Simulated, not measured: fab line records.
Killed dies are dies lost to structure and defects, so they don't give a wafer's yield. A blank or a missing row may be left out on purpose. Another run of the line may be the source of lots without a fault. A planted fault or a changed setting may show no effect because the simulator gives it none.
Which of the tools did it? || flow sky130 || 6 lots, 18 wafers sampled, at 1 step of a route of 708

WHAT THE GAUGES READ, wafer by wafer
SKY_VT_ADJUST_PCH_OVL_MEAS_07.
{"lot": "L357", "measured": "day 10 22:20", "on": "overlay-01", "VT_ADJUST_PCH_OVL (nm)": "-1.6 -1.9 -2.6"}
{"lot": "L360", "measured": "day 11 17:35", "on": "overlay-01", "VT_ADJUST_PCH_OVL (nm)": "-0.8 1.2 0.5"}
{"lot": "L362", "measured": "day 12 04:32", "on": "overlay-01", "VT_ADJUST_PCH_OVL (nm)": "-2.2 -2.5 -1.1"}
{"lot": "L372", "measured": "day 15 12:20", "on": "overlay-02", "VT_ADJUST_PCH_OVL (nm)": "-0.3 1.3 1.4"}
{"lot": "L375", "measured": "day 16 10:19", "on": "overlay-02", "VT_ADJUST_PCH_OVL (nm)": "0.4 3.1 1.6"}
{"lot": "L377", "measured": "day 17 02:47", "on": "overlay-01", "VT_ADJUST_PCH_OVL (nm)": "-1.4 -0.1 0.2"}

EACH LOT AND THE TOOL THAT RAN IT (in order: tool; ch and the chambers of the sampled wafers; start)
No process step before these readings appears in the record.

THE ANSWER, worked out from the rows above alone
Rule: usual is defined by the lots themselves. Put in order of their means at a reading, lots are off if they are a third of the lots or fewer, leave a main group of 4 or more, and stand apart from it by a gap of 3 or more times the standard deviation of the main group's means; of several such gaps the widest counts. A main group whose means are all the same, to the digits that the tables above print for the reading, isn't used. Also off: a lot with no number at a reading for which 4 or more lots have one. The other lots that the step has rows for count as sound.
None of the lots is off at any reading shown; this tells nothing.

WHAT THE SIMULATOR HAD INSERTED
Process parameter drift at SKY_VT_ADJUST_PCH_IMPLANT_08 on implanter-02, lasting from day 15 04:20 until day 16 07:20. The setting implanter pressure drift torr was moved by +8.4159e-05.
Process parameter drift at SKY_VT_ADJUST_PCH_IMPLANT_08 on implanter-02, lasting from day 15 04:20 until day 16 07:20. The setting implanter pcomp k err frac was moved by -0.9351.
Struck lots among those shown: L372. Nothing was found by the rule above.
